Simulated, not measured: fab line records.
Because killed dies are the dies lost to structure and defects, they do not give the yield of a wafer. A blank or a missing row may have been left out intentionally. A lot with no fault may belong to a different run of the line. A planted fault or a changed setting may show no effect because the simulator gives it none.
The tool behind it: which one?	flow sky130	Sampling: 11 lots, 33 wafers, 4 of 708 route steps

== WHAT THE GAUGES READ, wafer by wafer ==
SKY_LDD_P_OVL_MEAS_08. Usual: LDD_P_OVL gives 0.3 nm (standard deviation 1.5).
lot	measured	on	LDD_P_OVL (nm)	flag
L718	day 19 08:07	overlay-02	2.2 2.7 1.2	
L719	day 19 20:42	overlay-02	-0.6 1.1 0.0	
L720	day 20 21:40	overlay-01	1.3 0.6 1.7	
L721	day 20 20:11	overlay-01	0.6 1.0 2.1	
L728	day 23 13:04	overlay-02	0.9 1.1 -0.2	
L729	day 24 06:28	overlay-02	-0.2 -0.6 0.6	
L733	day 25 07:49	overlay-02	-1.6 -2.5 -1.2	
L735	day 26 00:46	overlay-01	-1.3 -1.3 -1.1	
L736	day 26 11:09	overlay-01	0.4 -0.9 -0.2	
L740	day 27 11:42	overlay-01	-0.1 0.3 1.1	
L741	day 28 04:58	overlay-01	-1.2 -2.2 -1.6	

SKY_SPACER_THK_MEAS_01. Usual: SPACER_CVD_00_THK gives 43.1 nm (standard deviation 0.55).
lot	measured	on	SPACER_CVD_00_THK (nm)	flag
L718	day 23 05:14	film metro-03	43.6 43.6 43.1	
L719	day 23 17:50	film metro-04	43.8 43.6 43.6	
L720	day 24 20:14	film metro-03	43.6 43.7 43.4	
L721	day 24 16:37	film metro-04	43.2 42.8 42.7	
L728	day 27 07:43	film metro-01	43.0 42.6 42.9	
L729	day 27 23:57	film metro-04	42.0 42.4 42.1	
L733	day 29 01:16	film metro-04	42.7 42.4 42.5	
L735	day 29 17:00	film metro-04	43.3 42.9 43.4	
L736	day 30 03:41	film metro-03	42.0 42.7 42.9	
L740	day 31 03:02	film metro-03	42.5 42.8 42.7	
L741	day 31 20:31	film metro-03	43.3 43.1 43.0	

== WHAT TOOL EACH LOT RAN ON (gives the tool, then ch and the chambers of the sampled wafers, and finally the start) ==
lot	SKY_FIELD_ISO_WET_ETCH_28	SKY_NWELL_STRIP_14
L718	wet bench-03 ch 0, day 2 10:31	plasma asher-01 ch 0,1, day 4 13:53
L719	wet bench-04 ch 2, day 2 17:22	plasma asher-02 ch 0,1, day 4 23:16
L720	wet bench-01 ch 2, day 3 06:02	plasma asher-01 ch 0,1, day 5 15:09
L721	wet bench-01 ch 3, day 3 06:02	plasma asher-02 ch 0,1, day 5 14:46
L728	wet bench-03 ch 1, day 4 14:59	plasma asher-02 ch 0,1, day 7 04:58
L729	wet bench-03 ch 3, day 4 20:52	plasma asher-03 ch 1, day 7 06:34
L733	wet bench-04 ch 2, day 5 21:41	plasma asher-01 ch 0,1, day 8 12:43
L735	wet bench-01 ch 2, day 6 08:07	plasma asher-02 ch 0,1, day 9 02:20
L736	wet bench-01 ch 3, day 6 12:32	plasma asher-03 ch 0,1, day 9 06:43
L740	wet bench-01 ch 1, day 7 07:17	plasma asher-02 ch 0,1, day 10 03:47
L741	wet bench-04 ch 2, day 7 13:55	plasma asher-02 ch 0,1, day 10 10:19
- SKY_FIELD_ISO_WET_ETCH_28: etches SiO2 in dHF, target depth 23.7 nm, time 47 s.
- SKY_NWELL_STRIP_14: strips in O2/N2.

== WHAT THE TOOLS THEMSELVES READ (means of the sampled wafers that have a number; where no wafer has one, the mark that the record gives instead) ==
SKY_FIELD_ISO_WET_ETCH_28. Usual: run length s reads 77 s (standard deviation 3.4).
lot	tool	run length s (s)	flag
L718	wet bench-03	81	
L719	wet bench-04	74	
L720	wet bench-01	82	
L721	wet bench-01	79	
L728	wet bench-03	104	OFF
L729	wet bench-03	105	OFF
L733	wet bench-04	75	
L735	wet bench-01	74	
L736	wet bench-01	72	
L740	wet bench-01	73	
L741	wet bench-04	80	

SKY_NWELL_STRIP_14. Usual: drypump motor current A 5.86 A, standard deviation 0.29; n2 flow sccm 300.0 sccm, standard deviation 0.92; oes product au 0.722 a.u., standard deviation 0.0047; strip time to endpoint s 36.90 s, standard deviation 0.11.
lot	tool	drypump motor current A (A)	n2 flow sccm (sccm)	oes product au (a.u.)	strip time to endpoint s (s)	flag
L718	plasma asher-01	5.54	299.5	0.722	36.98	
L719	plasma asher-02	5.88	299.9	0.724	36.82	
L720	plasma asher-01	5.58	301.2	0.725	37.03	
L721	plasma asher-02	5.98	299.7	0.723	36.96	
L728	plasma asher-02	5.94	299.6	0.723	36.89	
L729	plasma asher-03	6.27	300.7	0.721	37.00	
L733	plasma asher-01	5.43	300.2	0.720	36.77	
L735	plasma asher-02	5.88	300.3	0.721	36.84	
L736	plasma asher-03	6.23	301.1	0.726	36.74	
L740	plasma asher-02	5.95	300.2	0.718	36.88	
L741	plasma asher-02	5.88	300.7	0.718	36.81	

== THE ANSWER, worked out from the rows above alone ==
Rule: a lot is off if the mean of its wafers that have a number lies more than 3 standard deviations from the usual mean. Also off: a lot with no number at a reading for which 4 or more lots have one. Where the step has rows for the other lots, those lots are counted as sound. Order of review: gauges by route order, followed by the tools' own readings, for which a lot's mean as printed above is used. The first step at which some lot is off is used, and at that step the reading that is off furthest; a lot without a number counts as furthest.
Off: L728, L729 (SKY_FIELD_ISO_WET_ETCH_28, run length s).
A tool fits if, at that step or a process step before it, it ran every lot that is off, and no sound lot after the first of them. One fits: wet bench-03 at SKY_FIELD_ISO_WET_ETCH_28. A fault onset in the window from L718 (day 2 10:31, its last sound lot) to L728 (day 4 14:59, its first lot off) fits.
The tool's own readings at SKY_FIELD_ISO_WET_ETCH_28 bear it out: on the lots that are off they differ by more than 5 times the standard deviation of the sound lots' means. run length s reads 104 s there against 77 s on the sound lots.

== WHAT THE SIMULATOR HAD INSERTED ==
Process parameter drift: wet bench-03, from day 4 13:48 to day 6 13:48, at SKY_FIELD_ISO_WET_ETCH_28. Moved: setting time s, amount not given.
Struck lots among those shown: L728, L729. The rule given above showed the same thing.
